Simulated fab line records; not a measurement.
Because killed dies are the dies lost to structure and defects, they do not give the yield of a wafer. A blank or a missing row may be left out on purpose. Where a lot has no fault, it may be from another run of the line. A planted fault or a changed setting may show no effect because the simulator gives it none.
Struck lot and sound lot, side by side + flow sky130 + 35 steps out of a route of 708
Sound: wafers L411.4, L411.5, L411.6. Struck: wafer L415.3 (left out: L415.2, L415.5 of the same lot, which were not struck); the cause appears at the end.
Per side, at each step with rows, come the tool, then ch with its chambers, and then its first start. Under that, the readings that differ: sound wafers + struck wafers + difference of the means + sigmas: that difference in standard deviations of wafers without a fault.
alike: readings whose means differ by less than 2 such deviations, and words and numbers that are the same on both sides. not compared: withheld readings, readings that some wafer has no value for, bounds like >300 that may hide the same value, and numbers for which the record gives no deviation and whose values overlap.
The two part at a step that has a row with sigmas, a row that says differs or no value, or rows on one side only. Numbers that don't overlap but have no deviation are shown without sigmas and don't part them. Lack of a reading on every wafer of one side parts them only where that side has two or more wafers.

first, 5 steps without rows for these wafers: SKY_METAL5_SOFTBAKE_10 (time 60 s); SKY_METAL5_EXPOSE_11 (exposes mask MM5, target cd 1600 nm); SKY_METAL5_PEB_12; SKY_METAL5_DEVELOP_13 (develop time 60 s); SKY_METAL5_DESCUM_14 (chemistry O2, time 11 s).
SKY_METAL5_METAL_ETCH_15: etches the open film in Cl2/BCl3, stops on SiO2, target depth 1260 nm, time 252 s.
  sound on rieMetal-04 ch 0,1, day 44 04:22; struck on rieMetal-04 ch 0, day 45 23:30
  alike: drypumpMotorCurrentA, oesProductAu, throttleValvePct
  not compared: rfHoursCounterH
SKY_METAL5_STRIP_16: strips in O2/N2.
  sound on plasmaAsher-01 ch 0,1, day 44 04:33; struck on plasmaAsher-03 ch 1, day 45 23:49
  alike: drypumpMotorCurrentA, oesProductAu, stripTimeToEndpointS
  not compared: rfHoursCounterH
then, 3 steps without rows for these wafers: SKY_METAL5_STRIP_17 (strips in post etch residue remover, time 1200 s); SKY_METAL5_CLEAN_18 (cleans in IPA, time 180 s); SKY_METAL5_CLEAN_19 (cleans in O3/DIW).
SKY_PASSIVATION_CVD_00: deposits SiO2, target thk 90 nm.
  sound on pecvd-03 ch 0,1,2, day 44 05:07; struck on pecvd-04 ch 2, day 46 00:45
  alike: heaterPowerW
SKY_PASSIVATION_THK_MEAS_01:
  sound: filmMetro-03 at day 44 05:10; struck: filmMetro-01 at day 46 00:47
  alike: PASSIVATION_CVD_00_THK
SKY_PASSIVATION_CVD_02: deposits Si3N4, target thk 540 nm.
  sound on pecvd-04 ch 0,1,2, day 44 05:18; struck on pecvd-03 ch 0, day 46 00:50
| reading                                      | sound           | struck | difference | sigmas |
|----------------------------------------------|-----------------|--------|------------|--------|
| heaterPowerW (W)                             | 697 707 823     | 551    | -191       | -2     |
| model.Si3N4_of_PASSIVATION_CVD_02.thkNm (nm) | 542.7 542 536.9 | 612.4  | +71.9      |        |
SKY_PASSIVATION_THK_MEAS_03:
  sound: filmMetro-04 at day 44 05:27; struck: filmMetro-03 at day 46 01:04
| reading                     | sound       | struck | difference | sigmas |
|-----------------------------|-------------|--------|------------|--------|
| PASSIVATION_CVD_02_THK (nm) | 543 542 537 | 613    | +72        | +11    |
then, 7 steps without rows for these wafers: SKY_PASSIVATION_DEHYDRATE_04 (time 60 s); SKY_PASSIVATION_HMDS_05 (prime time 60 s); SKY_PASSIVATION_COAT_06 (resist thk 3000 nm); SKY_PASSIVATION_SOFTBAKE_07; SKY_PASSIVATION_EXPOSE_08 (exposes mask NSM, target cd 3000 nm); SKY_PASSIVATION_PEB_09; SKY_PASSIVATION_DEVELOP_10 (develop time 60 s).
SKY_PASSIVATION_ETCH_11: etches the open film in CF4/O2, stops on AlCu, target depth 725 nm, time 161.1 s.
  sound on rieDiel-03 ch 1,2, day 45 03:14; struck on rieDiel-01 ch 3, day 46 21:34
  alike: drypumpMotorCurrentA, oesProductAu, throttleValvePct
  not compared: rfHoursCounterH
SKY_PASSIVATION_STRIP_12: strips in O2/N2.
  sound on plasmaAsher-02 ch 0,1, day 45 03:23; struck on plasmaAsher-03 ch 0, day 46 21:40
| reading                  | sound             | struck | difference | sigmas |
|--------------------------|-------------------|--------|------------|--------|
| stripTimeToEndpointS (s) | 31.68 31.74 31.59 | 31.42  | -0.25      | -2     |
  alike: drypumpMotorCurrentA, oesProductAu
  not compared: rfHoursCounterH
then, 9 steps without rows for these wafers: SKY_PAD_OPEN_DEHYDRATE_00 (time 60 s); SKY_PAD_OPEN_HMDS_01 (prime time 60 s); SKY_PAD_OPEN_COAT_02 (resist thk 3000 nm); SKY_PAD_OPEN_SOFTBAKE_03; SKY_PAD_OPEN_EXPOSE_04 (exposes mask PDM, target cd 60000 nm); SKY_PAD_OPEN_PEB_05; SKY_PAD_OPEN_DEVELOP_06 (develop time 60 s); SKY_PAD_OPEN_ETCH_07 (etches the open film in CF4/O2, stops on AlCu, target depth 725 nm, time 161.1 s); SKY_PAD_OPEN_STRIP_08 (strips in O2/N2).
SKY_PAD_OPEN_STRIP_09: strips in post etch residue remover, time 1200 s.
  sound on wetBench-01 ch 3, day 46 00:49; struck on wetBench-01 ch 0, day 47 18:04
| reading                                      | sound             | struck | difference | sigmas |
|----------------------------------------------|-------------------|--------|------------|--------|
| tempC (C)                                    | 72.55 72.30 72.41 | 72.78  | +0.36      | +3     |
| model.Si3N4_of_PASSIVATION_CVD_02.thkNm (nm) | 542.4 541.7 536.5 | 612    | +72        |        |
then, 1 step without rows for these wafers: SKY_PAD_OPEN_CLEAN_10 (cleans in IPA, time 180 s).
SKY_PAD_OPEN_PROBE_99:
  sound: prober-01 at day 46 03:08; struck: prober-01 at day 47 20:17
| reading          | sound    | struck | difference | sigmas |
|------------------|----------|--------|------------|--------|
| killedAtContacts | 30 25 27 | 15     | -12        | -2     |
| killedAtFrontEnd | 10 23 13 | 26     | +11        | +3     |
  alike: defectLimitedYield, killed_at_M0_to_M3, killed_at_M4_up, killedAtOther, killedDies, killedOpen, killedShort, sort_bin_3_pad_short, sort_bin_5_function, sort_bin_6_memory, sortNPass, sortYieldPct

== WHERE THEY PART ==
Last at SKY_PAD_OPEN_PROBE_99 as far as this record goes, first at SKY_PASSIVATION_CVD_02.

WHY: what had been put in by the simulator
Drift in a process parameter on pecvd-03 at SKY_PASSIVATION_CVD_02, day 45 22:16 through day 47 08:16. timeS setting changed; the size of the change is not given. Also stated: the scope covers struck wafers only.
